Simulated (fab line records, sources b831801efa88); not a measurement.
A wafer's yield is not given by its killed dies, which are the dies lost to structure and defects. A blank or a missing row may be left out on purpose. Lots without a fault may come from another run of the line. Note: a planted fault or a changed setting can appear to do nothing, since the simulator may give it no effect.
The same fault as seen by 2 desks / flow sky130 / what lay behind the numbers comes last; until then each desk has only its own

== TOOL OWNER'S DESK, pvdSputter-02 ==
The tool's own readings at SKY_VIA1_SPUTTER_20 (material TiN, target thk 20 nm, time 80 s): means of the sampled wafers that have a number, for each lot that ran on this tool. A lot is out of limits, marked OUT, if its mean lies more than 4 standard deviations from the usual mean; the brackets give that distance.
Columns: A = chamberPressurePa at SKY_VIA1_SPUTTER_20, usual 4.998 Pa; B = throttleValvePct at SKY_VIA1_SPUTTER_20, usual 30.2 %
lot=L593; first seen here=day 35 23:15; A=4.993; B=30.5
lot=L595; first seen here=day 36 13:40; A=5.188 (+21) OUT; B=29.9
lot=L608; first seen here=day 40 04:25; A=4.998; B=30.1
lot=L610; first seen here=day 41 00:51; A=4.990; B=30.5
Finding of this desk: L595 out of limits; the first was L595 at day 36 13:40, on chamberPressurePa at SKY_VIA1_SPUTTER_20. L593, L608, L610: within limits.

== FROM THE METROLOGY DESK ==
What the gauges read, lot by lot, whatever tool the lot ran on: means of the sampled wafers that have a number. A lot is out of limits, marked OUT, if its mean lies more than 4 standard deviations from the usual mean; the brackets give that distance.
Columns: A = cdNm at SKY_VIA1_CD_MEAS_12, usual 150.0 nm; B = VIA1_OVL at SKY_VIA1_OVL_MEAS_13, usual -1 nm
lot=L593; first seen here=day 35 22:26; A=147.9; B=5
lot=L595; first seen here=day 36 12:50; A=149.9; B=3
lot=L608; first seen here=day 40 03:36; A=151.1; B=2
lot=L607; first seen here=day 40 10:53; A=147.6; B=-6
lot=L610; first seen here=day 41 00:01; A=149.7; B=2
This desk found nothing out of limits on any of the 5 lots.

== PUT TOGETHER ==
The tool owner's desk had the chance to raise an alarm at day 36 13:40 on L595.
Nothing out of limits was seen by the metrology desk.
The metrology desk has L595 on record, within its limits.
Every lot named ran SKY_VIA1_SPUTTER_20 on pvdSputter-02.

== WHAT THE SIMULATOR PUT IN ==
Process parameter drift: pvdSputter-02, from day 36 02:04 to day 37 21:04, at SKY_VIA1_SPUTTER_20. The setting chamberPressurePa was moved by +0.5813, starting from 5. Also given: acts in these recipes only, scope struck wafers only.
Struck lots among those shown: L595.
Delay in hours, fault start to first out-of-limits reading, by desk: the tool owner's desk at 12.
